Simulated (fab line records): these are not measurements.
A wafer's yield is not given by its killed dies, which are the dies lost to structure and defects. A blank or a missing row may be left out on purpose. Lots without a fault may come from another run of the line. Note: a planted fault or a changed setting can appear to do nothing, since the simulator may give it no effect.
Struck lot and sound lot, side by side + flow sky130 + 14 steps out of a route of 708
Sound: wafers L114.2, L114.4, L114.5. Wafers L122.1, L122.2, L122.6 were the ones struck. Last of all comes the cause.
Per side, at each step with rows, come the tool, then ch with its chambers, and then its first start. Under that, the readings that differ: sound wafers + struck wafers + difference of the means + sigmas: that difference in standard deviations of wafers without a fault.
alike: same words and numbers on both sides, and readings whose means sit less than 2 such deviations apart. not compared: any withheld reading, any reading some wafer has no value for, any bound like >300 that may hide the same value, and any number with overlapping values for which the record gives no deviation.
The two part at a step that has a row with sigmas, a row that says differs or no value, or rows on one side only. When numbers do not overlap yet have no deviation, they are printed without sigmas and do not part them. A reading missing from all wafers of one side parts the sides only when that side holds two or more wafers.

first, 7 steps without rows for these wafers: SKY_SONOS_ONO_DEHYDRATE_06 (time 60 s); SKY_SONOS_ONO_HMDS_07 (prime time 60 s); SKY_SONOS_ONO_COAT_08 (resist thk 1140 nm); SKY_SONOS_ONO_SOFTBAKE_09 (time 60 s); SKY_SONOS_ONO_EXPOSE_10 (exposes mask ONOM, target cd 410 nm); SKY_SONOS_ONO_PEB_11; SKY_SONOS_ONO_DEVELOP_12 (develop time 60 s).
SKY_SONOS_ONO_CD_MEAS_13: the cd target is 410 nm.
  sound: cd-sem-01 at day 13 11:14; struck: cd-sem-01 at day 18 01:38
  alike: cd-nm
SKY_SONOS_ONO_OVL_MEAS_14:
  sound: overlay-01 at day 13 11:20; struck: overlay-01 at day 18 01:46
  alike: SONOS_ONO_OVL
SKY_SONOS_ONO_ETCH_15: etches the open film in CHF3/O2, target depth 19.52 nm, time 7.8 s.
  sound on rie-diel-01 ch 0,1,2, day 13 11:22; struck on rie-diel-04 ch 0,1,3, day 18 01:48
  alike: O2_flow_sccm, bias-w, drypump-motor-current-A, oes-product-au, throttle-valve-pct
  not compared: rf-hours-counter-h
then, 1 step without rows for these wafers: SKY_SONOS_ONO_WET_ETCH_16 (etches SiO2 in dHF, target depth 14 nm, time 280 s).
SKY_SONOS_ONO_STRIP_17: strips in O2/N2.
  sound on plasma-asher-02 ch 0,1, day 13 11:28; struck on plasma-asher-04 ch 0,1, day 18 01:55
  alike: drypump-motor-current-A, oes-product-au, strip-time-to-endpoint-s
  not compared: rf-hours-counter-h
SKY_SONOS_ONO_WET_ETCH_18: etches Si3N4 in H3PO4, target depth 15 nm, time 172 s.
  sound on wet-bench-02 ch 0, day 13 11:34; struck on wet-bench-02 ch 0, day 18 02:01
  no value came back on the struck wafers for bath-guard-temp-C (C), bath-heat-duty-pct (%), temp-c (C); on the sound wafers bath-guard-temp-C (C) reads 160.8 160.9 160.4
-- the record jumps here: 32 days lie between the struck wafers' starts before and after (it left off in module SONOS_ONO and takes up again in module PAD_OPEN, whose first step shown is number 708 of the route) --
SKY_PAD_OPEN_PROBE_99:
  sound: prober-01 at day 46 16:57; struck: prober-01 at day 49 19:35
| reading             | sound    | struck      | difference | sigmas      |
|---------------------|----------|-------------|------------|-------------|
| killed-at-front-end | 16 10 11 | 411 416 421 | +404       | +99 or more |
| killed-dies         | 88 62 85 | 492 492 492 | +414       | +47         |
| killed-on-rim       | 14 10 16 | 96 96 96    | +83        | +23         |
  alike: killed_at_M0_to_M3, killed_at_M4_up, killed-at-contacts, killed-at-other, killed-open, killed-short

== WHERE THEY PART ==
At SKY_SONOS_ONO_WET_ETCH_18 first; at SKY_PAD_OPEN_PROBE_99 last (within this record only).

WHY: what the simulator had put in
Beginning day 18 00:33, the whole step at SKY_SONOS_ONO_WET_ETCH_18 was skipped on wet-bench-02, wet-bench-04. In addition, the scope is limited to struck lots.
